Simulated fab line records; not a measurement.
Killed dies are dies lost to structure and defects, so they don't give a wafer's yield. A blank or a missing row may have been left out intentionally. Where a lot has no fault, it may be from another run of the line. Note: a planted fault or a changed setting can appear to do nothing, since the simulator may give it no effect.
Problem report in the 8D (eight disciplines) form, filled by code	flow gf180mcu	the parts of the form that need people (team, actions taken, sign-off) are left out

1. PROBLEM STATEMENT
Mean V2_W_RS at GF_V2_RS_MEAS_24: 0.500 ohm/sq over 6 wafers in 2 lots; fault-free wafers: 0.326 ohm/sq, standard deviation 0.0049. That is +36 standard deviations from the usual mean.
The step: measures by four-point-probe.
Earliest sighting: wafer L633.1 on film_metro-01 at day 25 11:45. Wafers with a number at this step in the record: 33, from 11 lots. Rule for "out" (also "out of limits"): further than 4 standard deviations from the usual mean. The other wafers with a number count as sound.

2. WHAT IT IS, AND WHAT IT ISN'T
question	is	is not
which readings at this step	V2_W_RS	-
which lots	L633, L635	L619, L621, L624, L626, L627, L628, L629, L630, L631
which wafers of those lots	all that have a number	-
read on which gauges	film_metro-01	film_metro-03, film_metro-04
when	from day 25 11:45	up to then (27 sound wafers)

3. THE SUSPECTS, EACH WITH WHAT RULES IT OUT
Counting: any tool at a process step up to the reading is kept as a suspect provided that every lot that is out went through it and no sound lot did after the first of them.
- the gauge at GF_V2_RS_MEAS_24 is ruled out. All the wafers that are out were read on film_metro-01, but those of them that GF_V2_CMP_26 has rows for are out there too, on other tools.
- cvd_w-01 at GF_V2_CVD_23 (deposits W, target thk 350 nm, time 104.94 s): kept. It processed each lot that is out, first L633 at day 25 11:38, and no sound lot thereafter; up to then, the last sound lot it processed was L631 at day 25 01:29.
After counting, what remains is cvd_w-01 at GF_V2_CVD_23.

4. THE CAUSE (what the simulator had put in)
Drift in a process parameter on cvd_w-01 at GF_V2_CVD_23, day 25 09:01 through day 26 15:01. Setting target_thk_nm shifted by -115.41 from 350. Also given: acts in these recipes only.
Counting left only this tool.

5. SEQUENCE OF EFFECTS, ordered by route
Rows list readings where the struck wafers' mean (over those with a number) sits beyond 3 standard deviations from the usual. Scope: only readings with a usual standard deviation given in the record; hours: median across lots of the time from each lot's start at the first step in this table that gives one to its start at this step; sigmas: change in usual standard deviations.
hours	step	reading	usual	on struck wafers	change	sigmas
0	GF_V2_RS_MEAS_24	V2_W_RS	0.326 ohm/sq	0.500	+0.174	+36
0	GF_V2_THK_MEAS_25	V2_W_THK	363 nm	236	-127	-18
0	GF_V2_CMP_26	time_to_endpoint_s	85 s	55	-30	-7.2
Here are the process steps it includes:
- GF_V2_CMP_26: polishes, stops on SiO2, t overpolish 15 s, target thk 0 nm.

6. HOW IT WOULD HAVE BEEN CAUGHT EARLIER
Counted from the fault's start at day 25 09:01, it took 3 hours until the first out-of-limits reading at a measuring or inspecting step in this record, taken at day 25 11:45.
No tool reading at GF_V2_CVD_23 that has a usual standard deviation in the record was out on any struck wafer, so an alarm limit of 4 standard deviations on those readings would not have fired.
Of the lots that are out (2), L635 began GF_V2_CVD_23 on cvd_w-01 after day 25 11:45. Holding the tool at that time would have saved it.
